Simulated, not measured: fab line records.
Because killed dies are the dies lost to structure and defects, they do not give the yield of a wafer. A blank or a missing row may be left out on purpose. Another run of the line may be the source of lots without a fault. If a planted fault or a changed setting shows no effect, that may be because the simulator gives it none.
Which tool did it?	flow gf180mcu	15 lots, 45 wafers sampled, at 2 steps of a route of 602

WHAT EACH GAUGE READ, for each wafer
GF_DNWELL_TW_MEAS_09.
lot	measured	on	DNWELL_TW
L278	day 2 19:01	film-metro-02	1361 1369 1366
L279	day 2 23:56	film-metro-04	1362 1368 1364
L284	day 4 02:11	film-metro-01	1363 1365 1359
L285	day 4 08:53	film-metro-02	1346 1348 1347
L286	day 4 18:40	film-metro-02	1356 1364 1362
L292	day 6 04:20	film-metro-01	31 30 31
L294	day 6 12:07	film-metro-02	31 31 31
L293	day 6 13:43	film-metro-01	31 31 31
L295	day 7 01:56	film-metro-02	1370 1368 1358
L296	day 7 02:04	film-metro-01	1349 1349 1353
L297	day 7 09:07	film-metro-04	1357 1351 1358
L298	day 7 09:38	film-metro-01	1355 1355 1362
L300	day 7 16:23	film-metro-04	1368 1357 1366
L299	day 7 16:59	film-metro-02	1363 1358 1360
L301	day 8 04:16	film-metro-02	1365 1356 1359

EACH LOT AND THE TOOL THAT RAN IT (in order: tool; ch and the chambers of the sampled wafers; start)
lot	GF_DNWELL_EXPOSE_04
L278	iline-stepper-01 ch 0, day 2 12:46
L279	iline-stepper-01 ch 0, day 2 17:53
L284	iline-stepper-02 ch 0, day 3 20:22
L285	iline-stepper-02 ch 0, day 4 02:35
L286	iline-stepper-02 ch 0, day 4 12:31
L292	iline-stepper-02, day 5 21:39
L294	iline-stepper-02, day 6 05:58
L293	iline-stepper-01, day 6 06:40
L295	iline-stepper-02 ch 0, day 6 18:43
L296	iline-stepper-01 ch 0, day 6 18:57
L297	iline-stepper-01 ch 0, day 7 01:08
L298	iline-stepper-01 ch 0, day 7 01:20
L300	iline-stepper-01 ch 0, day 7 09:02
L299	iline-stepper-02 ch 0, day 7 09:19
L301	iline-stepper-02 ch 0, day 7 20:19
- GF_DNWELL_EXPOSE_04: exposes mask DNWELL, target cd 1700 nm.

WHAT THE TOOLS THEMSELVES READ (means of the sampled wafers that have a number; where no wafer has one, the mark that the record gives instead)
GF_DNWELL_EXPOSE_04.
lot	tool	exposure-dose-mJ-cm2	focus-offset-nm (nm)
L278	iline-stepper-01	260.01	-0.3
L279	iline-stepper-01	259.77	-0.0
L284	iline-stepper-02	260.20	-0.7
L285	iline-stepper-02	259.99	0.2
L286	iline-stepper-02	260.18	0.4
L292	iline-stepper-02	-	-
L294	iline-stepper-02	-	-
L293	iline-stepper-01	-	-
L295	iline-stepper-02	260.21	0.3
L296	iline-stepper-01	260.08	-0.5
L297	iline-stepper-01	259.98	0.4
L298	iline-stepper-01	259.77	-0.5
L300	iline-stepper-01	260.34	-0.7
L299	iline-stepper-02	260.15	-0.2
L301	iline-stepper-02	259.71	0.1

THE ANSWER, worked out from the rows above alone
Rule: usual is defined by the lots themselves. Put in order of their means at a reading, lots are off if they are a third of the lots or fewer, leave a main group of 4 or more, and stand apart from it by a gap of 3 or more times the standard deviation of the main group's means; of several such gaps the widest counts. A main group is skipped when, at the precision printed for the reading in the tables above, its means are all equal. Also off: a lot with no number at a reading for which 4 or more lots have one. Where the step has rows for the other lots, those lots are counted as sound. Order of review: gauges by route order, followed by the tools' own readings, for which a lot's mean as printed above is used. The first step at which some lot is off is used, and at that step the reading that is off furthest; a lot without a number counts as furthest.
Off: L292, L294, L293, at GF_DNWELL_TW_MEAS_09 (DNWELL_TW). Mean 1359 and standard deviation 5.7 in the main group.
A tool fits if, at a process step before that reading, it ran every lot that is off, and no sound lot after the first of them. The gauges at GF_DNWELL_TW_MEAS_09 aren't tried: what is off there is off at GF_DNWELL_EXPOSE_04 too, on other tools, and a gauge's error can't cause that. Of those tried, none fits.

WHAT THE SIMULATOR PUT IN
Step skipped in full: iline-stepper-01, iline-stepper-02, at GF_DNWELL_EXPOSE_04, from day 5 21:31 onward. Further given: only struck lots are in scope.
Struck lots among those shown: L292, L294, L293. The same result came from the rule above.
